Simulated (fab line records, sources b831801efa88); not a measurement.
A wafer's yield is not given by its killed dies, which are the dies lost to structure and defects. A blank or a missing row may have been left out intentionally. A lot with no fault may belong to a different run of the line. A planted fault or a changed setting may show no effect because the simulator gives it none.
Struck lot and sound lot, side by side + flow sky130 + 17 steps out of a route of 708
Sound: the wafers L318.1, L318.2, L318.3. Wafers struck: L305.1, L305.3, L305.4. Last of all comes the cause.
At each step with rows: each side's tool, then ch and its chambers, then its first start. Under that, the readings that differ: sound wafers + struck wafers + difference of the means + sigmas: that difference in standard deviations of wafers without a fault.
alike: words and numbers the same on both sides, and readings whose means are apart by under 2 such deviations; not compared: readings that were withheld, readings missing a value for some wafer, numbers with overlapping values and no deviation given by the record, and bounds like >300 which may hide the same value.
Wherever a step has rows on one side only, a row that says differs or no value, or a row with sigmas, the two part there. Non-overlapping numbers with no deviation appear without sigmas and do not part them. A reading missing from all wafers of one side parts the sides only when that side holds two or more wafers.

first, 1 step without rows for these wafers: SKY_VT_ADJUST_NCORE_IMPLANT_09.
SKY_VT_ADJUST_NCORE_STRIP_10: strips in O2/N2.
  sound on plasma_asher-03 ch 0,1, day 13 16:38; struck on plasma_asher-04 ch 0,1, day 9 19:29
  alike: drypump_motor_current_A, oes_product_au, strip_time_to_endpoint_s
  not compared: rf_hours_counter_h
SKY_VT_ADJUST_NCORE_TW_MEAS_11:
  sound on film_metro-02 at day 13 16:44; struck on film_metro-01 at day 9 19:35
  alike: VT_ADJUST_NCORE_TW
then, 7 steps without rows for these wafers: SKY_VT_ADJUST_HVTR_DEHYDRATE_00 (time 60 s); SKY_VT_ADJUST_HVTR_HMDS_01 (prime time 60 s); SKY_VT_ADJUST_HVTR_COAT_02 (resist thk 1140 nm); SKY_VT_ADJUST_HVTR_SOFTBAKE_03 (time 60 s); SKY_VT_ADJUST_HVTR_EXPOSE_04 (exposes mask HVTRM, target cd 380 nm); SKY_VT_ADJUST_HVTR_PEB_05; SKY_VT_ADJUST_HVTR_DEVELOP_06 (develop time 60 s).
SKY_VT_ADJUST_HVTR_CD_MEAS_07: target cd 380 nm.
  sound on cd_sem-01 at day 14 19:22; struck on cd_sem-01 at day 10 18:31
  alike: cd_nm
SKY_VT_ADJUST_HVTR_OVL_MEAS_08:
  sound on overlay-01 at day 14 19:29; struck on overlay-02 at day 10 18:38
  alike: VT_ADJUST_HVTR_OVL
SKY_VT_ADJUST_HVTR_IMPLANT_09:
  sound on implanter-04 ch 0, day 14 19:32; struck on implanter-02 ch 0, day 10 18:59
  alike: end_station_pressure_torr
SKY_VT_ADJUST_HVTR_STRIP_10: strips in O2/N2.
  sound on plasma_asher-04 ch 0,1, day 14 19:41; struck on plasma_asher-01 ch 0,1, day 10 19:08
  alike: drypump_motor_current_A, oes_product_au, strip_time_to_endpoint_s
  not compared: rf_hours_counter_h
SKY_VT_ADJUST_HVTR_TW_MEAS_11:
  sound on film_metro-02 at day 14 19:47; struck on film_metro-03 at day 10 19:14
| reading           | sound       | struck      | difference | sigmas |
|-------------------|-------------|-------------|------------|--------|
| VT_ADJUST_HVTR_TW | 205 204 205 | 254 254 253 | +49        | +16    |
then, 1 step without rows for these wafers: SKY_VT_ADJUST_PCH_DEHYDRATE_00 (time 60 s).
-- the record jumps here: 36 days lie between the struck wafers' starts before and after (it left off in module VT_ADJUST_PCH and takes up again in module PAD_OPEN, whose first step shown is number 708 of the route) --
SKY_PAD_OPEN_PROBE_99:
  sound on prober-02 at day 49 17:37; struck on prober-02 at day 46 22:13
| reading                                   | sound                   | struck                  | difference | sigmas |
|-------------------------------------------|-------------------------|-------------------------|------------|--------|
| model.etest.pfet_01v8_mvt.drive_ua_um     | 151.8 150 150.8         | 205.8 204.3 207.3       | +54.9      |        |
| model.etest.pfet_01v8_mvt.off_log10_a_um  | -10.96 -10.8 -10.94     | -6.032 -5.923 -5.82     | +4.975     |        |
| model.etest.pfet_01v8_mvt.vt_sat_v (V)    | -0.5899 -0.5815 -0.5786 | -0.06324 -0.04278 -0.04 | +0.53466   |        |
| model.etest.pfet_01v8_mvt.vt_v (V)        | -0.6767 -0.6701 -0.6673 | -0.2193 -0.2004 -0.1953 | +0.4664    |        |
| model.etest.pfet_01v8_mvt.vt_long_v (V)   | -0.883 -0.8727 -0.8736  | -0.4841 -0.4674 -0.4707 | +0.4024    |        |
| model.etest.pfet_01v8_mvt.body_rise_v (V) | -0.1798 -0.1803 -0.1824 | -0.241 -0.2463 -0.243   | -0.063     |        |
  alike: killed_at_M0_to_M3, killed_at_M4_up, killed_at_contacts, killed_at_front_end, killed_at_other, killed_dies, killed_open, killed_short

WHERE THEY PART
Only at SKY_VT_ADJUST_HVTR_TW_MEAS_11, within this record. Later steps at which nothing parts them and some readings are alike: SKY_PAD_OPEN_PROBE_99.

WHY: what the simulator had put in
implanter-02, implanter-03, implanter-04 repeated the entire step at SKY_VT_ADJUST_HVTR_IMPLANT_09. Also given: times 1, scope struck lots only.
